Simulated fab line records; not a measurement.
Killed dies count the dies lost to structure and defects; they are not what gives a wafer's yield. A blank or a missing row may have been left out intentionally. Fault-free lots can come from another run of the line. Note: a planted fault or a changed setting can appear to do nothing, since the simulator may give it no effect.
Split-lot experiment :: flow gf180mcu :: 5 lots, 23 wafers read, on a route of 602 steps

ON THE SPLIT
At GF_V4_CMP_04 (polishes SiO2), the setting leaveAboveRefNm was moved away from the recipe's 632.5 nm on 8 of the 23 wafers read, by -3.9% to +3.8%. All remaining wafers had this setting at the recipe value.

The reading comes from the split's own step.

THE READING
SiO2_of_V4_CVD_02.thkNm (the simulator's own value, which no gauge read), in nm, at GF_V4_CMP_04 (polishes SiO2). No usual value for it is given in the file. Average 632.4 nm, standard deviation 1.1 nm, over the 15 wafers here run with the recipe.

wafer: L075.2
tool, chamber at the split: cmp-01, 1
leaveAboveRefNm as run, nm: 608.1
against the recipe: -3.9%
SiO2_of_V4_CVD_02.thkNm, nm: 607.5
against lot-mates on the recipe: -26.1

wafer: L075.1
tool, chamber at the split: cmp-01, 2
leaveAboveRefNm as run, nm: 632.5
against the recipe: recipe
SiO2_of_V4_CVD_02.thkNm, nm: 632.8
against lot-mates on the recipe: -

wafer: L075.3
tool, chamber at the split: cmp-01, 3
leaveAboveRefNm as run, nm: 608.1
against the recipe: -3.9%
SiO2_of_V4_CVD_02.thkNm, nm: 609.6
against lot-mates on the recipe: -24.0

wafer: L075.5
tool, chamber at the split: cmp-01, 0
leaveAboveRefNm as run, nm: 632.5
against the recipe: recipe
SiO2_of_V4_CVD_02.thkNm, nm: 634.4
against lot-mates on the recipe: -

wafer: L075.6
tool, chamber at the split: cmp-01, 1
leaveAboveRefNm as run, nm: 608.1
against the recipe: -3.9%
SiO2_of_V4_CVD_02.thkNm, nm: 606.8
against lot-mates on the recipe: -26.8

wafer: L077.3
tool, chamber at the split: cmp-02, 1
leaveAboveRefNm as run, nm: 656.7
against the recipe: +3.8%
SiO2_of_V4_CVD_02.thkNm, nm: 657.6
against lot-mates on the recipe: +25.5

wafer: L077.2
tool, chamber at the split: cmp-02, 2
leaveAboveRefNm as run, nm: 632.5
against the recipe: recipe
SiO2_of_V4_CVD_02.thkNm, nm: 632
against lot-mates on the recipe: -

wafer: L077.4
tool, chamber at the split: cmp-02, 3
leaveAboveRefNm as run, nm: 632.5
against the recipe: recipe
SiO2_of_V4_CVD_02.thkNm, nm: 631.7
against lot-mates on the recipe: -

wafer: L077.6
tool, chamber at the split: cmp-02, 0
leaveAboveRefNm as run, nm: 656.7
against the recipe: +3.8%
SiO2_of_V4_CVD_02.thkNm, nm: 657.1
against lot-mates on the recipe: +25.0

wafer: L077.5
tool, chamber at the split: cmp-02, 1
leaveAboveRefNm as run, nm: 632.5
against the recipe: recipe
SiO2_of_V4_CVD_02.thkNm, nm: 632.6
against lot-mates on the recipe: -

wafer: L080.3
tool, chamber at the split: cmp-01, 2
leaveAboveRefNm as run, nm: 632.5
against the recipe: recipe
SiO2_of_V4_CVD_02.thkNm, nm: 633.9
against lot-mates on the recipe: -

wafer: L080.1
tool, chamber at the split: cmp-01, 3
leaveAboveRefNm as run, nm: 632.5
against the recipe: recipe
SiO2_of_V4_CVD_02.thkNm, nm: 634
against lot-mates on the recipe: -

wafer: L080.6
tool, chamber at the split: cmp-01, 2
leaveAboveRefNm as run, nm: 632.5
against the recipe: recipe
SiO2_of_V4_CVD_02.thkNm, nm: 632.7
against lot-mates on the recipe: -

wafer: L082.2
tool, chamber at the split: cmp-02, 2
leaveAboveRefNm as run, nm: 645.3
against the recipe: +2.0%
SiO2_of_V4_CVD_02.thkNm, nm: 643.2
against lot-mates on the recipe: +12.0

wafer: L082.1
tool, chamber at the split: cmp-02, 0
leaveAboveRefNm as run, nm: 645.3
against the recipe: +2.0%
SiO2_of_V4_CVD_02.thkNm, nm: 645.1
against lot-mates on the recipe: +13.9

wafer: L082.3
tool, chamber at the split: cmp-02, 1
leaveAboveRefNm as run, nm: 632.5
against the recipe: recipe
SiO2_of_V4_CVD_02.thkNm, nm: 631.9
against lot-mates on the recipe: -

wafer: L082.5
tool, chamber at the split: cmp-02, 2
leaveAboveRefNm as run, nm: 645.3
against the recipe: +2.0%
SiO2_of_V4_CVD_02.thkNm, nm: 642.8
against lot-mates on the recipe: +11.5

wafer: L082.6
tool, chamber at the split: cmp-02, 3
leaveAboveRefNm as run, nm: 632.5
against the recipe: recipe
SiO2_of_V4_CVD_02.thkNm, nm: 630.6
against lot-mates on the recipe: -

wafer: L085.3
tool, chamber at the split: cmp-02, 1
leaveAboveRefNm as run, nm: 632.5
against the recipe: recipe
SiO2_of_V4_CVD_02.thkNm, nm: 631.1
against lot-mates on the recipe: -

wafer: L085.2
tool, chamber at the split: cmp-02, 2,3
leaveAboveRefNm as run, nm: 632.5
against the recipe: recipe
SiO2_of_V4_CVD_02.thkNm, nm: 631.4
against lot-mates on the recipe: -

wafer: L085.1
tool, chamber at the split: cmp-02, 2,3
leaveAboveRefNm as run, nm: 632.5
against the recipe: recipe
SiO2_of_V4_CVD_02.thkNm, nm: 631.4
against lot-mates on the recipe: -

wafer: L085.6
tool, chamber at the split: cmp-02, 0
leaveAboveRefNm as run, nm: 632.5
against the recipe: recipe
SiO2_of_V4_CVD_02.thkNm, nm: 633.4
against lot-mates on the recipe: -

wafer: L085.5
tool, chamber at the split: cmp-02, 1
leaveAboveRefNm as run, nm: 632.5
against the recipe: recipe
SiO2_of_V4_CVD_02.thkNm, nm: 632.4
against lot-mates on the recipe: -
When a row names more than one chamber, that row covers several wafers, and the file does not tell which wafer ran in which chamber.

FIT RESULTS
A straight line over all 23 wafers: SiO2_of_V4_CVD_02.thkNm changes by +6.29 nm for each +1% of leaveAboveRefNm; r = +1.00; the points scatter about the line by 1.2 nm.
The same after taking each lot's own level away (the mean of its wafers on the recipe; 23 wafers): +6.56 nm for each +1%; r = +1.00; scatter 0.89 nm.
The reading moves by 25 nm for the largest change in leaveAboveRefNm, on that fit.
The span of the lots' own levels, 631.25 to 633.60 nm, comes to 2.1 times the standard deviation stated above.
The two slopes are in agreement: the lot-to-lot level therefore moves the slope only a little.
Check: with one of the wafers moved furthest among these (-3.9%) left out of the fit, the line predicts -25.3 nm for it against its lot-mates. It came out at -26.1 nm against them.

THE OTHER SPLITS THESE WAFERS WENT THROUGH
Note: prior to the reading, these wafers also went through further splits. Each is held against what the fit with the lots' levels taken away leaves over:
other split on the same wafers: GF_V2_CVD_23 tempC
wafers away from the commonest value: 5
r with SiO2_of_V4_CVD_02.thkNm (lot level and that fit taken away): -0.22

other split on the same wafers: GF_M3_EXPOSE_11 doseMj
wafers away from the commonest value: 10
r with SiO2_of_V4_CVD_02.thkNm (lot level and that fit taken away): -0.11

other split on the same wafers: GF_M3_PEB_12 pebTempC
wafers away from the commonest value: 9
r with SiO2_of_V4_CVD_02.thkNm (lot level and that fit taken away): -0.04

other split on the same wafers: GF_V3_CVD_02 timeS
wafers away from the commonest value: 4
r with SiO2_of_V4_CVD_02.thkNm (lot level and that fit taken away): -0.20

other split on the same wafers: GF_V3_PEB_12 pebTempC
wafers away from the commonest value: 7
r with SiO2_of_V4_CVD_02.thkNm (lot level and that fit taken away): +0.18

other split on the same wafers: GF_M4_EXPOSE_11 doseMj
wafers away from the commonest value: 8
r with SiO2_of_V4_CVD_02.thkNm (lot level and that fit taken away): -0.09

other split on the same wafers: GF_V4_CVD_00 sih4FlowSccm
wafers away from the commonest value: 10
r with SiO2_of_V4_CVD_02.thkNm (lot level and that fit taken away): -0.42

FILE'S OWN FIT
SiO2_of_V4_CVD_02.thkNm changes by +6.56 nm for each +1% of leaveAboveRefNm, r = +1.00.
